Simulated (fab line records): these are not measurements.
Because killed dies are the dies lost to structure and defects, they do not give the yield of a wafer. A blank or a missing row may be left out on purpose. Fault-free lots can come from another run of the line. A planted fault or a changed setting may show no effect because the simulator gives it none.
Which tool was responsible? + flow sky130 + 33 wafers from 11 lots sampled at 6 of the route's 708 steps

WHAT THE GAUGES READ, wafer by wafer
SKY_VT_ADJUST_LVTN_OVL_MEAS_07. Usual: for VT_ADJUST_LVTN_OVL the level is 1.3 nm and the standard deviation is 1.5.
| lot  | measured     | on         | VT_ADJUST_LVTN_OVL (nm) | flag |
|------|--------------|------------|-------------------------|------|
| L107 | day 7 05:57  | overlay-01 | 1.7 4.4 5.6             |      |
| L108 | day 7 10:22  | overlay-01 | 2.7 1.4 0.5             |      |
| L110 | day 7 17:05  | overlay-01 | 3.0 0.6 1.6             |      |
| L111 | day 8 03:38  | overlay-01 | 1.7 1.2 -0.5            |      |
| L112 | day 8 13:57  | overlay-02 | 2.6 0.9 0.2             |      |
| L114 | day 9 08:50  | overlay-01 | 2.8 3.8 3.8             |      |
| L115 | day 9 17:05  | overlay-02 | 1.6 -1.3 0.9            |      |
| L118 | day 10 08:15 | overlay-01 | 2.3 1.4 0.7             |      |
| L120 | day 10 23:42 | overlay-02 | - - -                   | OFF  |
| L121 | day 10 23:15 | overlay-01 | 0.8 0.9 3.1             |      |
| L129 | day 13 02:45 | overlay-01 | 2.8 2.1 2.8             |      |

SKY_VT_ADJUST_LVTN_TW_MEAS_10. Usual: for VT_ADJUST_LVTN_TW the level is 242.6 and the standard deviation is 1.2.
| lot  | measured     | on            | VT_ADJUST_LVTN_TW | flag |
|------|--------------|---------------|-------------------|------|
| L107 | day 7 06:14  | film metro-03 | 244.2 242.8 243.1 |      |
| L108 | day 7 10:39  | film metro-02 | 244.7 243.5 244.1 |      |
| L110 | day 7 17:22  | film metro-02 | 243.4 244.6 244.7 |      |
| L111 | day 8 03:56  | film metro-03 | 243.2 244.1 243.4 |      |
| L112 | day 8 14:14  | film metro-02 | 241.0 240.6 242.1 |      |
| L114 | day 9 09:08  | film metro-03 | 242.2 242.0 242.9 |      |
| L115 | day 9 17:23  | film metro-04 | 241.4 241.7 241.9 |      |
| L118 | day 10 08:32 | film metro-04 | 241.5 241.7 241.7 |      |
| L120 | day 10 23:59 | film metro-02 | 30.4 30.2 30.3    | OFF  |
| L121 | day 10 23:32 | film metro-02 | 244.2 245.2 244.3 |      |
| L129 | day 13 03:02 | film metro-03 | 244.0 242.5 241.9 |      |

SKY_VT_ADJUST_HVTR_OVL_MEAS_08. Usual: for VT_ADJUST_HVTR_OVL the level is 1.9 nm and the standard deviation is 1.5.
| lot  | measured     | on         | VT_ADJUST_HVTR_OVL (nm) | flag |
|------|--------------|------------|-------------------------|------|
| L107 | day 9 21:01  | overlay-02 | 4.7 5.4 1.6             |      |
| L108 | day 10 02:43 | overlay-01 | 3.1 3.3 1.2             |      |
| L110 | day 10 10:08 | overlay-02 | 1.3 2.7 0.4             |      |
| L111 | day 10 21:19 | overlay-01 | 1.3 1.2 2.3             |      |
| L112 | day 11 08:41 | overlay-01 | 2.4 2.2 -2.2            |      |
| L114 | day 12 06:00 | overlay-02 | 1.7 2.0 1.9             |      |
| L115 | day 12 15:17 | overlay-02 | 2.5 2.6 2.7             |      |
| L118 | day 13 08:02 | overlay-01 | 3.4 1.9 1.0             |      |
| L120 | day 14 01:05 | overlay-02 | 2.5 1.9 2.3             |      |
| L121 | day 14 00:35 | overlay-02 | 1.8 3.2 4.0             |      |
| L129 | day 16 10:50 | overlay-01 | 4.3 3.3 4.0             |      |

WHICH TOOL RAN EACH LOT (tool, then ch and the chambers of the sampled wafers, then the start)
| lot  | SKY_FIELD_ISO_ETCH_15             | SKY_FIELD_ISO_CMP_27         | SKY_VT_ADJUST_LVTN_EXPOSE_04        |
|------|-----------------------------------|------------------------------|-------------------------------------|
| L107 | rie diel-03 ch 0,1,3, day 2 12:41 | cmp-01 ch 0,2,3, day 2 18:09 | iline stepper-02 ch 0, day 6 20:18  |
| L108 | rie diel-04 ch 0,1,3, day 2 18:07 | cmp-02 ch 0,2,3, day 3 01:11 | iline stepper-01 ch 0, day 7 01:16  |
| L110 | rie diel-02 ch 1,2,3, day 2 23:31 | cmp-02 ch 0,3, day 3 05:09   | iline stepper-02 ch 0, day 7 06:34  |
| L111 | rie diel-03 ch 0,2, day 3 06:28   | cmp-01 ch 0,2, day 3 12:00   | iline stepper-02 ch 0, day 7 17:43  |
| L112 | rie diel-02 ch 1,2,3, day 3 13:44 | cmp-01 ch 0,1, day 3 19:28   | iline stepper-02 ch 0, day 8 03:19  |
| L114 | rie diel-03 ch 0,2,3, day 3 21:49 | cmp-02 ch 0,1,2, day 4 06:37 | iline stepper-02 ch 0, day 8 22:37  |
| L115 | rie diel-03 ch 0,2, day 4 04:29   | cmp-01 ch 0,1,2, day 4 16:34 | iline stepper-01 ch 0, day 9 06:22  |
| L118 | rie diel-02 ch 0,1,2, day 4 18:32 | cmp-02 ch 0,1,2, day 5 03:22 | iline stepper-02 ch 0, day 9 21:13  |
| L120 | rie diel-04 ch 0,1,3, day 5 08:51 | cmp-01 ch 1,2,3, day 5 15:25 | iline stepper-02 ch 0, day 10 13:18 |
| L121 | rie diel-03 ch 0,3, day 5 09:30   | cmp-02 ch 0,2,3, day 5 15:25 | iline stepper-02 ch 0, day 10 12:22 |
| L129 | rie diel-02 ch 0,2,3, day 7 06:38 | cmp-02 ch 1,2,3, day 7 10:13 | iline stepper-02 ch 0, day 12 15:08 |
- SKY_FIELD_ISO_ETCH_15: etches the open film in CHF3/O2, stops on Si, target depth 180 nm, time 72 s.
- SKY_FIELD_ISO_CMP_27: polishes, stops on Si3N4, t overpolish 16 s, target thk 457.8 nm.
- SKY_VT_ADJUST_LVTN_EXPOSE_04: exposes mask NWM COMPLEMENT LESS NATIVE, target cd 840 nm.

AS READ BY THE TOOLS THEMSELVES (means over the sampled wafers that have a number; for cases with no such wafer, the mark the record gives instead)
SKY_FIELD_ISO_ETCH_15. Usual: drypump motor current A 5.7 A, standard deviation 0.41; oes product au 0.945 a.u., standard deviation 0.0064; throttle valve pct 8.844 %, standard deviation 0.0097.
| lot  | tool        | drypump motor current A (A) | oes product au (a.u.) | throttle valve pct (%) | flag |
|------|-------------|-----------------------------|-----------------------|------------------------|------|
| L107 | rie diel-03 | 5.5                         | 0.946                 | 8.837                  |      |
| L108 | rie diel-04 | 5.9                         | 0.941                 | 8.838                  |      |
| L110 | rie diel-02 | 6.1                         | 0.946                 | 8.843                  |      |
| L111 | rie diel-03 | 5.3                         | 0.954                 | 8.849                  |      |
| L112 | rie diel-02 | 6.1                         | 0.954                 | 8.846                  |      |
| L114 | rie diel-03 | 5.3                         | 0.952                 | 8.839                  |      |
| L115 | rie diel-03 | 5.5                         | 0.945                 | 8.838                  |      |
| L118 | rie diel-02 | 6.0                         | 0.942                 | 8.837                  |      |
| L120 | rie diel-04 | 5.9                         | 0.945                 | 8.836                  |      |
| L121 | rie diel-03 | 5.5                         | 0.940                 | 8.849                  |      |
| L129 | rie diel-02 | 5.9                         | 0.951                 | 8.846                  |      |

SKY_FIELD_ISO_CMP_27. Usual: motor current A 12.5 A, standard deviation 1.3; overpolish run s 16.001 s, standard deviation 0.0086; time to endpoint s 112 s, standard deviation 4.2.
| lot  | tool   | motor current A (A) | overpolish run s (s) | time to endpoint s (s) | flag |
|------|--------|---------------------|----------------------|------------------------|------|
| L107 | cmp-01 | 12.4                | 15.999               | 116                    |      |
| L108 | cmp-02 | 11.6                | 16.002               | 116                    |      |
| L110 | cmp-02 | 11.9                | 16.001               | 114                    |      |
| L111 | cmp-01 | 13.0                | 15.992               | 115                    |      |
| L112 | cmp-01 | 12.4                | 15.997               | 111                    |      |
| L114 | cmp-02 | 12.8                | 15.998               | 106                    |      |
| L115 | cmp-01 | 12.7                | 15.989               | 113                    |      |
| L118 | cmp-02 | 12.9                | 15.999               | 105                    |      |
| L120 | cmp-01 | 12.7                | 15.990               | 112                    |      |
| L121 | cmp-02 | 11.9                | 15.998               | 110                    |      |
| L129 | cmp-02 | 12.7                | 15.996               | 111                    |      |

SKY_VT_ADJUST_LVTN_EXPOSE_04. Usual: exposure dose mJ cm2 reads 194.00 (standard deviation 0.19).
| lot  | tool             | exposure dose mJ cm2 | flag |
|------|------------------|----------------------|------|
| L107 | iline stepper-02 | 193.96               |      |
| L108 | iline stepper-01 | 194.22               |      |
| L110 | iline stepper-02 | 193.81               |      |
| L111 | iline stepper-02 | 194.30               |      |
| L112 | iline stepper-02 | 193.86               |      |
| L114 | iline stepper-02 | 193.97               |      |
| L115 | iline stepper-01 | 194.13               |      |
| L118 | iline stepper-02 | 194.10               |      |
| L120 | iline stepper-02 | 194.12               |      |
| L121 | iline stepper-02 | 193.93               |      |
| L129 | iline stepper-02 | 193.89               |      |

THE ANSWER, worked out from the rows above alone
Rule: a lot counts as off when the mean over its wafers that have a number is more than 3 standard deviations away from the usual mean. Also off: a lot with no number at a reading for which 4 or more lots have one. The other lots that the step has rows for count as sound. Order of review: gauges by route order, followed by the tools' own readings, for which a lot's mean as printed above is used. At the first step where some lot is off, the reading lying furthest off is the one used; lots without a number count as furthest.
Off: L120, at SKY_VT_ADJUST_LVTN_OVL_MEAS_07 (VT_ADJUST_LVTN_OVL). Without a number there: L120.
If a tool, at a process step before that reading, ran all the lots that are off and no sound lot after the first of them, it fits. The gauges at SKY_VT_ADJUST_LVTN_OVL_MEAS_07 aren't tried: what is off there is off at SKY_VT_ADJUST_LVTN_TW_MEAS_10 too, on other tools, and a gauge's error can't cause that. Can't be told from this: 2 tools fit, rie diel-04 at SKY_FIELD_ISO_ETCH_15, cmp-01 at SKY_FIELD_ISO_CMP_27.

WHAT HAD BEEN PUT IN BY THE SIMULATOR
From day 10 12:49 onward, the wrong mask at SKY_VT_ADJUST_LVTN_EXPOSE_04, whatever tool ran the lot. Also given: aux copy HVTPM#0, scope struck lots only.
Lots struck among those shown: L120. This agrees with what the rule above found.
